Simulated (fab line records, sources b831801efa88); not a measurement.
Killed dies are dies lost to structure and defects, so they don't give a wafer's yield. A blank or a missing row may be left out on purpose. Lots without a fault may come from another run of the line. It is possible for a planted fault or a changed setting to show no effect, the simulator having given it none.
One fault through the eyes of 2 desks + flow sky130 + only its own numbers are on each desk; what lay behind them is given at the end

FROM THE METROLOGY DESK
Lot by lot, what the gauges showed, no matter which tool ran the lot: averages of those sampled wafers that carry a number. Marked OUT: a lot whose mean sits more than 4 standard deviations from the usual mean, which makes it out of limits; the brackets give that distance.
Columns: A = VIA2_W_RS at SKY_VIA2_RS_MEAS_22, usual 0.273 ohm/sq; B = VIA2_W_THK at SKY_VIA2_THK_MEAS_23, usual 422 nm
| lot  | first seen here | A     | B   |
|------|-----------------|-------|-----|
| L924 | day 36 11:44    | 0.270 | 426 |
| L927 | day 37 17:06    | 0.276 | 417 |
| L929 | day 38 11:50    | 0.276 | 421 |
| L930 | day 38 18:32    | 0.270 | 425 |
| L934 | day 39 18:25    | 0.273 | 423 |
| L936 | day 40 07:22    | 0.274 | 418 |
This desk's finding: nothing out of limits on any of the 6 lots.

FOR THE TOOL OWNER'S DESK: pvd-sputter-02
The tool's own readings at SKY_METAL3_SPUTTER_04 (material TiN, target thk 70 nm, time 58.3 s): means of the sampled wafers that have a number, for each lot that ran on this tool. Marked OUT: a lot whose mean sits more than 4 standard deviations from the usual mean, which makes it out of limits; the brackets give that distance.
Columns: A = chamber-pressure-pa at SKY_METAL3_SPUTTER_04, usual 0.4002 Pa; B = throttle-valve-pct at SKY_METAL3_SPUTTER_04, usual 30.4 %
| lot  | first seen here | A                | B    |
|------|-----------------|------------------|------|
| L924 | day 36 12:19    | 0.4006           | 30.0 |
| L927 | day 37 17:41    | 0.4005           | 30.1 |
| L929 | day 38 12:26    | 0.4473 (+56) OUT | 28.5 |
| L930 | day 38 19:07    | 0.4467 (+55) OUT | 28.3 |
This desk's verdict: out of limits on L929, L930, starting with L929 at day 38 12:26 (chamber-pressure-pa at SKY_METAL3_SPUTTER_04). L924, L927 stayed within limits.

BROUGHT TOGETHER
An alarm could have come from the tool owner's desk at day 38 12:26, on L929, L930.
From the metrology desk's view, nothing was out of limits.
The metrology desk holds a record of L929, L930, inside its limits.
Every lot named ran SKY_METAL3_SPUTTER_04 on pvd-sputter-02.

WHAT THE SIMULATOR HAD INSERTED
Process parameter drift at SKY_METAL3_SPUTTER_04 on pvd-sputter-02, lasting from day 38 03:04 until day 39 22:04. Setting chamber-pressure-pa shifted by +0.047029 from 0.4. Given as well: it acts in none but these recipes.
Shown lots that were struck: L929, L930.
Delay in hours, fault start to first out-of-limits reading, by desk: the tool owner's desk at 9.
